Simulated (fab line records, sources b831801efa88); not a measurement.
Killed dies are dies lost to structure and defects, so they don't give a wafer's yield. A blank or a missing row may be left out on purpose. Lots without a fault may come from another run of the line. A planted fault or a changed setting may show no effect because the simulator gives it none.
fab line records | flow sky130
record lots=12 wafers=36 last_day=50
route steps=708 shown POLY_GATE@230 LDD_P@264 LI_CONTACT@377
lots that met no fault: from a run of the same line without faults
start_h: hours from the record's first day to the start of the lot's first wafer shown | wait_h: hours since the lot's step before | " the same as in the row above | L1.1+2: a row that stands for several wafers | - no value, or no start given | * or withheld: withheld | < > ~ a bound
route shown NAME@n: a module of which the file shows steps, and the number in the route of the first | usual: mean/standard deviation of fault-free wafers | same: alike in all rows | chamber/n: place in a boat | sites: the reading at each site | _std_site: their standard deviation | _edge_site: outer sites' mean less inner sites' | radius_mm: how far each site lies from the wafer's centre | mask NAME#n: copy n | behind: the tool/chamber that last shaped the wafer | hold: why the lot was held/for how many hours/how that ended | device: the transistor (n, p or np) that didn't switch | end of line: the same wafers' tests at the end of the route | a step without rows: its recipe alone | killed: dies lost to structure and defects at the first sort, not the wafer's yield | map: a wafer's dies, x killed, . not, _ none there
set.NAME: the setting as run; set.NAME@STEP: as run at that earlier step | model.NAME: the simulator's own value behind a step, which no gauge read
steps of the route over a sample of lots; a table a step, a row a wafer
services: from which hour (start_h, from the record's first day; less than 0 if before it) a tool's chamber was out of use, for how many hours, and why
## steps
# step SKY_POLY_GATE_ETCH_16
# recipe stop_on=poly-Si chemistry=CH3F/O2 target=Si3N4 source_w=400 bias_w=80 pressure_mtorr=25 ch3f_flow_sccm=40 O2_flow_sccm=30 time_s=147.5 target_depth_a=750
# usual ch3f_flow_sccm=40.01/0.11 chamber_pressure_mTorr=25.000/0.023 drypump_motor_current_A=6.0/0.42 oes_product_au=0.641/0.0051 rf_fwd_power_W=398.1/1.3 throttle_valve_pct=10.536/0.0091
# columns lot.wafer tool chamber start_h wait_h ch3f_flow_sccm chamber_pressure_mTorr drypump_motor_current_A oes_product_au rf_fwd_power_W rf_hours_counter_h throttle_valve_pct
L672.3 rie_diel-02 1 361.62 0.0 39.94 25.015 6.3 0.645 398.2 119 10.535
L672.4 " 0 " " 39.97 24.980 6.8 0.639 397.5 - 10.538
L672.5 " 1 " " 39.96 25.015 6.3 0.646 395.6 - 10.533
L674.1 rie_diel-04 1 383.39 0.0 40.01 25.000 5.6 0.641 397.9 104 10.546
L674.3 " 2 " " 40.11 24.984 5.5 0.649 399.3 114 10.552
L674.5 " 2 " " 40.01 24.995 5.6 0.636 397.4 - 10.526
L676.1 rie_diel-01 2 400.60 0.0 40.13 25.039 5.4 0.649 397.9 2 10.555
L676.4 " 3 " " 39.94 25.097 5.6 0.651 398.0 - 10.533
L676.5 " 0 " " 39.98 25.039 5.5 0.633 399.8 - 10.524
L677.1 rie_diel-04 1 421.90 0.0 40.03 25.019 5.6 0.646 398.4 105 10.548
L677.3 " 3 " " 39.69 24.978 6.2 0.639 398.7 80 10.532
L677.5 " 0 " " 40.08 24.989 6.3 0.633 395.1 - 10.535
L678.2 rie_diel-04 2 427.35 0.0 40.06 25.018 5.6 0.645 396.4 0 10.538
L678.3 " 3 " " 40.02 24.987 6.2 0.644 398.8 80 10.528
L678.6 " 2 " " 40.19 25.012 5.6 0.643 398.3 - 10.537
L679.1 rie_diel-04 3 432.25 0.0 40.12 24.989 6.2 0.629 401.3 80 10.530
L679.2 " 2 " " 40.00 25.006 5.6 0.644 400.2 0 10.554
L679.4 " 0 " " 40.03 25.015 6.4 0.641 398.9 - 10.533
L684.1 rie_diel-02 3 479.39 0.0 40.08 25.016 6.0 0.638 397.7 31 10.545
L684.2 " 0 " " 40.15 25.022 6.8 0.644 397.5 69 10.542
L684.5 " 2 " " 40.11 24.983 5.8 0.649 396.5 - 10.531
L690.1 rie_diel-02 0 524.01 0.0 40.02 24.997 6.7 0.643 398.7 70 10.527
L690.5 " 1 " " 39.76 24.963 6.3 0.636 398.0 - 10.537
L690.6 " 0 " " 39.89 24.976 6.8 0.642 396.8 - 10.542
L689.1 rie_diel-01 1 526.45 0.0 40.09 24.983 5.7 0.634 399.8 2 10.528
L689.2 " 2 " " 39.98 24.989 5.4 0.642 397.8 5 10.537
L689.3 " 0 " " 40.23 25.010 5.6 0.636 398.4 40 10.519
L691.1 rie_diel-01 3 539.75 0.0 39.79 24.997 5.6 0.641 400.1 39 10.540
L691.2 " 1 " " 40.10 25.055 5.7 0.648 399.7 3 10.525
L691.5 " 1 " " 40.14 24.987 5.7 0.634 397.0 - 10.542
L693.2 rie_diel-04 2 551.96 0.0 40.03 25.025 5.6 0.637 399.2 2 10.515
L693.3 " 1 " " 40.02 24.965 5.6 0.640 397.4 3 10.540
L693.5 " 0 " " 40.14 25.023 6.3 0.636 397.0 - 10.554
L694.2 rie_diel-04 0 563.34 0.1 39.84 24.994 6.3 0.642 396.3 13 10.530
L694.3 " 1 " " 40.20 24.992 5.6 0.635 397.0 - 10.541
L694.5 " 1 " " 40.08 24.987 5.6 0.641 399.7 - 10.531
# step SKY_POLY_GATE_CD_MEAS_22
# usual cd_nm=150/3.1
# columns lot.wafer tool chamber start_h wait_h cd_nm
L672.3 cd_sem-02 - 363.29 0.1 149
L672.4 " - " " 150
L672.5 " - " " 150
L674.1 cd_sem-01 - 385.68 0.1 151
L674.3 " - " " 146
L674.5 " - " " 147
L676.1 cd_sem-02 - 403.86 0.1 148
L676.4 " - " " 147
L676.5 " - " " 156
L677.1 cd_sem-01 - 423.67 0.1 155
L677.3 " - " " 149
L677.5 " - " " 148
L678.2 cd_sem-02 - 430.33 0.1 153
L678.3 " - " " 148
L678.6 " - " " 152
L679.1 cd_sem-01 - 433.87 0.1 151
L679.2 " - " " 152
L679.4 " - " " 147
L684.1 cd_sem-01 - 481.01 0.1 154
L684.2 " - " " 149
L684.5 " - " " 149
L690.1 cd_sem-02 - 526.44 0.1 151
L690.5 " - " " 152
L690.6 " - " " 149
L689.1 cd_sem-01 - 528.07 0.1 149
L689.2 " - " " 152
L689.3 " - " " 152
L691.1 cd_sem-02 - 541.42 0.1 148
L691.2 " - " " 150
L691.5 " - " " 151
L693.2 cd_sem-02 - 553.61 0.1 152
L693.3 " - " " 148
L693.5 " - " " 144
L694.2 cd_sem-02 - 565.04 0.1 146
L694.3 " - " " 154
L694.5 " - " " 153
# step SKY_LDD_P_IMPLANT_09
# recipe species=BF2 energy_kev=25 dose_cm2=1e+13 tilt_deg=withheld
# usual faraday_current_uA=56.4/1.1
# columns lot.wafer tool chamber start_h wait_h faraday_current_uA
L672.3 implanter-02 0 423.98 0.1 54.7
L672.4 " 0 " " 55.1
L672.5 " 0 " " 55.6
L674.1 implanter-02 0 447.07 0.0 57.9
L674.3 " 0 " " 55.3
L674.5 " 0 " " 55.3
L676.1 implanter-01 0 466.67 0.0 55.1
L676.4 " 0 " " 56.5
L676.5 " 0 " " 57.5
L677.1 implanter-02 0 487.87 0.0 57.0
L677.3 " 0 " " 56.4
L677.5 " 0 " " 57.9
L678.2 implanter-04 0 492.86 0.0 54.9
L678.3 " 0 " " 58.3
L678.6 " 0 " " 55.5
L679.1 implanter-04 0 498.02 0.0 56.9
L679.2 " 0 " " 56.3
L679.4 " 0 " " 56.4
L684.1 implanter-04 0 544.38 0.0 55.4
L684.2 " 0 " " 56.1
L684.5 " 0 " " 56.5
L690.1 implanter-02 0 585.97 0.0 58.4
L690.5 " 0 " " 58.6
L690.6 " 0 " " 56.9
L689.1 implanter-02 0 588.97 0.0 56.5
L689.2 " 0 " " 57.1
L689.3 " 0 " " 56.9
L691.1 implanter-01 0 601.72 0.0 57.9
L691.2 " 0 " " 54.5
L691.5 " 0 " " 57.9
L693.2 implanter-04 0 612.50 0.0 56.4
L693.3 " 0 " " 56.7
L693.5 " 0 " " 56.2
L694.2 implanter-01 0 624.49 0.0 55.8
L694.3 " 0 " " 54.5
L694.5 " 0 " " 56.5
# step SKY_LDD_P_TW_MEAS_11
# usual LDD_P_TW=627/3.5
# columns lot.wafer tool chamber start_h wait_h LDD_P_TW
L672.3 film_metro-02 - 424.20 0.1 623
L672.4 " - " " 626
L672.5 " - " " 626
L674.1 film_metro-02 - 447.32 0.1 627
L674.3 " - " " 626
L674.5 " - " " 624
L676.1 film_metro-02 - 466.92 0.1 627
L676.4 " - " " 629
L676.5 " - " " 625
L677.1 film_metro-02 - 488.12 0.1 622
L677.3 " - " " 625
L677.5 " - " " 627
L678.2 film_metro-04 - 493.09 0.1 632
L678.3 " - " " 634
L678.6 " - " " 632
L679.1 film_metro-04 - 498.27 0.1 633
L679.2 " - " " 635
L679.4 " - " " 634
L684.1 film_metro-03 - 544.63 0.1 625
L684.2 " - " " 624
L684.5 " - " " 627
L690.1 film_metro-04 - 586.22 0.1 597
L690.5 " - " " 598
L690.6 " - " " 597
L689.1 film_metro-02 - 589.22 0.1 604
L689.2 " - " " 601
L689.3 " - " " 601
L691.1 film_metro-02 - 601.97 0.1 628
L691.2 " - " " 625
L691.5 " - " " 625
L693.2 film_metro-02 - 612.73 0.1 625
L693.3 " - " " 628
L693.5 " - " " 628
L694.2 film_metro-04 - 624.73 0.1 629
L694.3 " - " " 630
L694.5 " - " " 626
# step SKY_LI_CONTACT_ETCH_15
# recipe target=PSG chemistry=C4F8/O2/Ar stop_on=Si taper_deg=4.15 mask_material=KrF-thick source_w=1500 bias_w=1200 pressure_mtorr=40 c4f8_flow_sccm=withheld O2_flow_sccm=6 Ar_flow_sccm=300 time_s=withheld target_depth_a=6000
# usual chamber_pressure_mTorr=40.00/0.038 oes_product_au=0.837/0.0051 rf_fwd_power_W=1494/4.8
# columns lot.wafer tool chamber start_h wait_h chamber_pressure_mTorr oes_product_au rf_fwd_power_W
L672.3 rie_diel-04 0 669.66 0.0 40.05 0.832 1494
L672.4 " 3 " " 39.99 0.835 1501
L672.5 " 1 " " 40.01 0.848 1497
L674.1 rie_diel-03 1 690.01 0.0 40.02 0.837 1497
L674.3 " 0 " " 40.03 0.825 1487
L674.5 " 1 " " 39.98 0.834 1498
L676.1 rie_diel-03 2 707.83 0.0 40.00 0.842 1491
L676.4 " 1 " " 40.01 0.836 1497
L676.5 " 2 " " 40.04 0.830 1494
L677.1 rie_diel-04 3 723.06 0.0 39.98 0.843 1489
L677.3 " 1 " " 39.97 0.843 1497
L677.5 " 0 " " 40.02 0.836 1492
L678.2 rie_diel-04 0 726.31 0.0 40.03 0.837 1489
L678.3 " 1 " " 39.99 0.834 1492
L678.6 " 2 " " 40.00 0.833 1492
L679.1 rie_diel-04 0 733.12 0.0 39.97 0.845 1484
L679.2 " 2 " " 39.94 0.835 1498
L679.4 " 2 " " 39.96 0.838 1496
L684.1 rie_diel-01 1 773.71 0.0 40.04 0.839 1489
L684.2 " 3 " " 40.06 0.846 1490
L684.5 " 2 " " 39.89 0.834 1494
L690.1 rie_diel-04 1 808.86 0.0 39.96 0.837 1504
L690.5 " 0 " " 39.98 0.829 1490
L690.6 " 1 " " 39.91 0.837 1502
L689.1 rie_diel-04 2 813.27 0.0 39.96 0.839 1496
L689.2 " 0 " " 39.97 0.832 1495
L689.3 " 1 " " 39.98 0.831 1494
L691.1 rie_diel-03 3 823.36 0.0 40.02 0.839 1487
L691.2 " 1 " " 39.98 0.843 1497
L691.5 " 3 " " 40.03 0.840 1484
L693.2 rie_diel-03 2 835.21 0.0 39.98 0.835 1488
L693.3 " 0 " " 39.94 0.832 1494
L693.5 " 0 " " 40.03 0.834 1501
L694.2 rie_diel-04 0 847.37 0.0 39.99 0.836 1489
L694.3 " 3 " " 40.07 0.836 1501
L694.5 " 3 " " 40.02 0.835 1490
## services
# columns tool chamber start_h hours kind
rie_diel-04 2 383.54 6.3 repair
implanter-02 - 430.52 1.6 repair
implanter-02 - 437.27 3.5 repair
rie_diel-04 1 458.71 5.9 repair
rie_diel-04 2 460.38 15.4 repair
implanter-02 - 472.12 1.3 repair
rie_diel-04 1 497.68 3.0 repair
implanter-02 - 511.91 2.9 pm
implanter-02 - 535.03 6.1 pm
rie_diel-04 2 558.03 8.6 repair
rie_diel-04 0 590.64 9.7 repair
rie_diel-04 0 602.89 12.2 repair
rie_diel-04 2 608.61 6.3 repair
rie_diel-04 0 619.41 12.0 repair
rie_diel-04 1 627.86 6.0 repair
implanter-02 - 642.62 1.8 repair
rie_diel-04 - 657.34 0.6 repair
rie_diel-04 - 687.04 2.8 pm
rie_diel-04 1 732.65 8.5 repair
implanter-02 - 734.57 2.9 repair
rie_diel-04 - 780.78 1.4 repair
implanter-02 - 782.19 8.5 pm
rie_diel-04 2 839.32 27.9 repair
implanter-02 - 843.06 1.8 repair
## key
first_sign step=SKY_LDD_P_TW_MEAS_11 reading=LDD_P_TW direction=down sigmas=7.9 usual=627 struck=600
effect none on later readings
met_at SKY_LDD_P_IMPLANT_09
struck_lots L689,L690
tester_left_out L689,L690
not_acting_at SKY_POLY_GATE_ETCH_16,SKY_POLY_GATE_CD_MEAS_22,SKY_LI_CONTACT_ETCH_15
onset_between 487.87 585.97
fault kind=process_parameter_drift tool=implanter-02 chamber=- onset_h=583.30 steps=SKY_LDD_P_IMPLANT_09 channel=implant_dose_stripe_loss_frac offset=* shape=step end_h=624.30
# tester_left_out: of these lots the tester's yield and bins aren't shown, on N5 and GAA mostly nor the transistor test; their killed dies are dies lost to structure and defects alone, not to doping, threshold or leakage, so they don't give the yield
